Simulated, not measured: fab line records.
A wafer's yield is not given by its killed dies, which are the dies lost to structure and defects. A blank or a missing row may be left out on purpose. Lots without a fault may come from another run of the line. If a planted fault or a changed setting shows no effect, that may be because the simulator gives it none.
Which tool did it? / flow gf180mcu / 33 wafers from 11 lots sampled at 5 of the route's 602 steps

WHAT THE GAUGES READ, wafer by wafer
GF_M3_CD_MEAS_14: the cd target is 280 nm.
lot=L565; measured=day 21 21:47; on=cd_sem-02; cd_nm (nm)=280.0 280.4 281.0
lot=L566; measured=day 22 07:41; on=cd_sem-01; cd_nm (nm)=277.7 277.6 278.3
lot=L567; measured=day 22 15:38; on=cd_sem-01; cd_nm (nm)=279.2 278.4 278.3
lot=L570; measured=day 23 23:49; on=cd_sem-02; cd_nm (nm)=278.1 278.7 278.9
lot=L572; measured=day 24 13:01; on=cd_sem-01; cd_nm (nm)=280.8 280.1 279.9
lot=L574; measured=day 25 14:24; on=cd_sem-02; cd_nm (nm)=279.4 278.7 278.2
lot=L576; measured=day 26 01:48; on=cd_sem-01; cd_nm (nm)=276.4 275.9 276.0
lot=L578; measured=day 27 02:41; on=cd_sem-02; cd_nm (nm)=275.4 274.0 274.7
lot=L581; measured=day 27 07:59; on=cd_sem-01; cd_nm (nm)=281.9 281.7 281.8
lot=L585; measured=day 28 14:41; on=cd_sem-01; cd_nm (nm)=280.3 280.5 279.2
lot=L584; measured=day 28 15:01; on=cd_sem-01; cd_nm (nm)=279.7 280.0 280.6

WHAT TOOL EACH LOT RAN ON (gives the tool, then ch and the chambers of the sampled wafers, and finally the start)
lot=L565; GF_V2_ETCH_16=rie_diel-03 ch 1,2,3, day 20 20:59; GF_V2_STRIP_18=plasma_asher-02 ch 0,1, day 20 21:07; GF_V2_CMP_26=cmp-02 ch 0,1,3, day 20 22:05; GF_M3_PEB_12=litho_track-04 ch 0, day 21 21:26
lot=L566; GF_V2_ETCH_16=rie_diel-02 ch 0,1,2, day 21 07:23; GF_V2_STRIP_18=plasma_asher-02 ch 0,1, day 21 07:31; GF_V2_CMP_26=cmp-02 ch 0,1,2, day 21 08:27; GF_M3_PEB_12=litho_track-04 ch 0, day 22 07:20
lot=L567; GF_V2_ETCH_16=rie_diel-02 ch 2,3, day 21 14:34; GF_V2_STRIP_18=plasma_asher-02 ch 0,1, day 21 14:43; GF_V2_CMP_26=cmp-01 ch 1,2,3, day 21 15:44; GF_M3_PEB_12=litho_track-03 ch 0, day 22 15:19
lot=L570; GF_V2_ETCH_16=rie_diel-02 ch 0,1, day 22 23:26; GF_V2_STRIP_18=plasma_asher-04 ch 0,1, day 22 23:34; GF_V2_CMP_26=cmp-01 ch 0,1,2, day 23 00:30; GF_M3_PEB_12=litho_track-03 ch 0, day 23 23:29
lot=L572; GF_V2_ETCH_16=rie_diel-04 ch 0,1,2, day 23 12:44; GF_V2_STRIP_18=plasma_asher-03 ch 0,1, day 23 12:52; GF_V2_CMP_26=cmp-02 ch 0,3, day 23 13:50; GF_M3_PEB_12=litho_track-03 ch 0, day 24 12:41
lot=L574; GF_V2_ETCH_16=rie_diel-02 ch 0,2, day 24 15:16; GF_V2_STRIP_18=plasma_asher-03 ch 0,1, day 24 15:23; GF_V2_CMP_26=cmp-01 ch 1,2,3, day 24 16:19; GF_M3_PEB_12=litho_track-04 ch 0, day 25 14:04
lot=L576; GF_V2_ETCH_16=rie_diel-03 ch 1,3, day 25 03:23; GF_V2_STRIP_18=plasma_asher-04 ch 0,1, day 25 03:31; GF_V2_CMP_26=cmp-02 ch 2,3, day 25 04:26; GF_M3_PEB_12=litho_track-04 ch 0, day 26 01:28
lot=L578; GF_V2_ETCH_16=rie_diel-02 ch 2,3, day 26 04:17; GF_V2_STRIP_18=plasma_asher-02 ch 0,1, day 26 04:25; GF_V2_CMP_26=cmp-01 ch 1,2,3, day 26 05:28; GF_M3_PEB_12=litho_track-04 ch 0, day 27 02:20
lot=L581; GF_V2_ETCH_16=rie_diel-02 ch 1,3, day 26 10:08; GF_V2_STRIP_18=plasma_asher-02 ch 0,1, day 26 10:18; GF_V2_CMP_26=cmp-01 ch 1,3, day 26 11:15; GF_M3_PEB_12=litho_track-01 ch 0, day 27 07:40
lot=L585; GF_V2_ETCH_16=rie_diel-03 ch 0,3, day 27 18:17; GF_V2_STRIP_18=plasma_asher-03 ch 0,1, day 27 18:25; GF_V2_CMP_26=cmp-01 ch 0,1,2, day 27 19:29; GF_M3_PEB_12=litho_track-03 ch 0, day 28 14:17
lot=L584; GF_V2_ETCH_16=rie_diel-04 ch 2,3, day 27 18:20; GF_V2_STRIP_18=plasma_asher-04 ch 0,1, day 27 18:28; GF_V2_CMP_26=cmp-02 ch 1,3, day 27 19:26; GF_M3_PEB_12=litho_track-03 ch 0, day 28 14:41
- GF_V2_ETCH_16: etches BARC in N2/H2.
- GF_V2_STRIP_18: strips in O2/N2.
- GF_V2_CMP_26: polishes, stops on SiO2, t overpolish 15 s, target thk 0 nm.
- GF_M3_PEB_12: peb time 90 s.

THE ANSWER, worked out from the rows above alone
Rule: what is usual is taken from the lots themselves. Put in order of their means at a reading, lots are off if they are a third of the lots or fewer, leave a main group of 4 or more, and stand apart from it by a gap of 3 or more times the standard deviation of the main group's means; of several such gaps the widest counts. The tables above print the reading to a certain number of digits; a main group whose means all agree to those digits is not used. A lot without any number at a reading at which 4 lots or more have one is off too. The other lots that the step has rows for count as sound.
Nothing can be told from this: no lot is off at any reading shown.

WHAT THE SIMULATOR HAD INSERTED
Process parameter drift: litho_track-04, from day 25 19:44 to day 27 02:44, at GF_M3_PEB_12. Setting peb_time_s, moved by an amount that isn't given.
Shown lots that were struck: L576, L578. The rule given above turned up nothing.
